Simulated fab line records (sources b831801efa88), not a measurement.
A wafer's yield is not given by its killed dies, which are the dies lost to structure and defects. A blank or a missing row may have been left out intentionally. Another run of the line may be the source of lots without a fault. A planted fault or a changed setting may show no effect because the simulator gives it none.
Matching of chambers || flow sky130 || SKY_FIELD_ISO_ETCH_15 on rie_diel-04: 4 sister chambers
The step etches the open film in CHF3/O2, stops on Si, target depth 180 nm, time 72 s. 14 wafers are shown with their chamber, then 7 later ones without.

WAFERS, EACH WITH ITS CHAMBER
{"wafer": "L074.2", "chamber": 2, "drypump_motor_current_A (A)": 6.3, "oes_product_au (a.u.)": 0.948, "throttle_valve_pct (%)": 8.838}
{"wafer": "L074.4", "chamber": 3, "drypump_motor_current_A (A)": 6.4, "oes_product_au (a.u.)": 0.941, "throttle_valve_pct (%)": 8.840}
{"wafer": "L074.5", "chamber": 3, "drypump_motor_current_A (A)": 6.4, "oes_product_au (a.u.)": 0.941, "throttle_valve_pct (%)": 8.847}
{"wafer": "L079.3", "chamber": 2, "drypump_motor_current_A (A)": 6.3, "oes_product_au (a.u.)": 0.946, "throttle_valve_pct (%)": 8.847}
{"wafer": "L079.4", "chamber": 3, "drypump_motor_current_A (A)": 6.4, "oes_product_au (a.u.)": 0.949, "throttle_valve_pct (%)": 8.818}
{"wafer": "L079.5", "chamber": 2, "drypump_motor_current_A (A)": 6.2, "oes_product_au (a.u.)": 0.949, "throttle_valve_pct (%)": 8.860}
{"wafer": "L081.2", "chamber": 1, "drypump_motor_current_A (A)": 5.7, "oes_product_au (a.u.)": 0.960, "throttle_valve_pct (%)": 8.833}
{"wafer": "L081.3", "chamber": 2, "drypump_motor_current_A (A)": 6.3, "oes_product_au (a.u.)": 0.961, "throttle_valve_pct (%)": 8.848}
{"wafer": "L081.6", "chamber": 3, "drypump_motor_current_A (A)": 6.4, "oes_product_au (a.u.)": 0.950, "throttle_valve_pct (%)": 8.847}
{"wafer": "L088.2", "chamber": 0, "drypump_motor_current_A (A)": 5.2, "oes_product_au (a.u.)": 0.933, "throttle_valve_pct (%)": 8.847}
{"wafer": "L088.5", "chamber": 3, "drypump_motor_current_A (A)": 6.4, "oes_product_au (a.u.)": 0.921, "throttle_valve_pct (%)": 8.833}
{"wafer": "L088.6", "chamber": 0, "drypump_motor_current_A (A)": 5.2, "oes_product_au (a.u.)": 0.937, "throttle_valve_pct (%)": 8.842}
{"wafer": "L089.1", "chamber": 2, "drypump_motor_current_A (A)": 6.2, "oes_product_au (a.u.)": 0.943, "throttle_valve_pct (%)": 8.837}
{"wafer": "L089.2", "chamber": 1, "drypump_motor_current_A (A)": 5.7, "oes_product_au (a.u.)": 0.943, "throttle_valve_pct (%)": 8.852}

SIGNATURES, as means of the wafers listed above
{"reading": "drypump_motor_current_A", "chamber 0": 5.200, "chamber 1": 5.700, "chamber 2": 6.260, "chamber 3": 6.400, "scatter within a chamber": 0.0346}
{"reading": "oes_product_au", "chamber 0": 0.93500, "chamber 1": 0.95150, "chamber 2": 0.94940, "chamber 3": 0.94040, "scatter within a chamber": 0.00941}
{"reading": "throttle_valve_pct", "chamber 0": 8.84450, "chamber 1": 8.84250, "chamber 2": 8.84600, "chamber 3": 8.83700, "scatter within a chamber": 0.0106}
Rule: a wafer's distance from a chamber is the root of the sum, over the readings, of the square of ((its reading less the chamber's mean) divided by the reading's scatter). The wafer belongs to the nearest chamber; if the next one is less than 2 further off, it can't be placed. The scatter: the root of (the sum of the squares of (reading less its chamber's mean) over the shown wafers, divided by (wafers less chambers)).

WAFERS WITH NO CHAMBER GIVEN
{"wafer": "L089.5", "drypump_motor_current_A (A)": 6.2, "oes_product_au (a.u.)": 0.945, "throttle_valve_pct (%)": 8.844}
{"wafer": "L093.1", "drypump_motor_current_A (A)": 6.4, "oes_product_au (a.u.)": 0.937, "throttle_valve_pct (%)": 8.835}
{"wafer": "L093.4", "drypump_motor_current_A (A)": 5.7, "oes_product_au (a.u.)": 0.949, "throttle_valve_pct (%)": 8.841}
{"wafer": "L093.5", "drypump_motor_current_A (A)": 5.3, "oes_product_au (a.u.)": 0.947, "throttle_valve_pct (%)": 8.839}
{"wafer": "L095.2", "drypump_motor_current_A (A)": 6.4, "oes_product_au (a.u.)": 0.951, "throttle_valve_pct (%)": 8.837}
{"wafer": "L095.3", "drypump_motor_current_A (A)": 5.3, "oes_product_au (a.u.)": 0.967, "throttle_valve_pct (%)": 8.848}
{"wafer": "L095.6", "drypump_motor_current_A (A)": 5.3, "oes_product_au (a.u.)": 0.960, "throttle_valve_pct (%)": 8.854}

WHICH CHAMBER EACH WENT THROUGH
{"wafer": "L089.5", "from the rows above": 2, "in truth": 2}
{"wafer": "L093.1", "from the rows above": 3, "in truth": 3}
{"wafer": "L093.4", "from the rows above": 1, "in truth": 1}
{"wafer": "L093.5", "from the rows above": 0, "in truth": 0}
{"wafer": "L095.2", "from the rows above": 3, "in truth": 3}
{"wafer": "L095.3", "from the rows above": 0, "in truth": 0}
{"wafer": "L095.6", "from the rows above": 0, "in truth": 0}
7 of 7 placed correctly. Not placeable from these rows: 0. 0 placed wrongly.
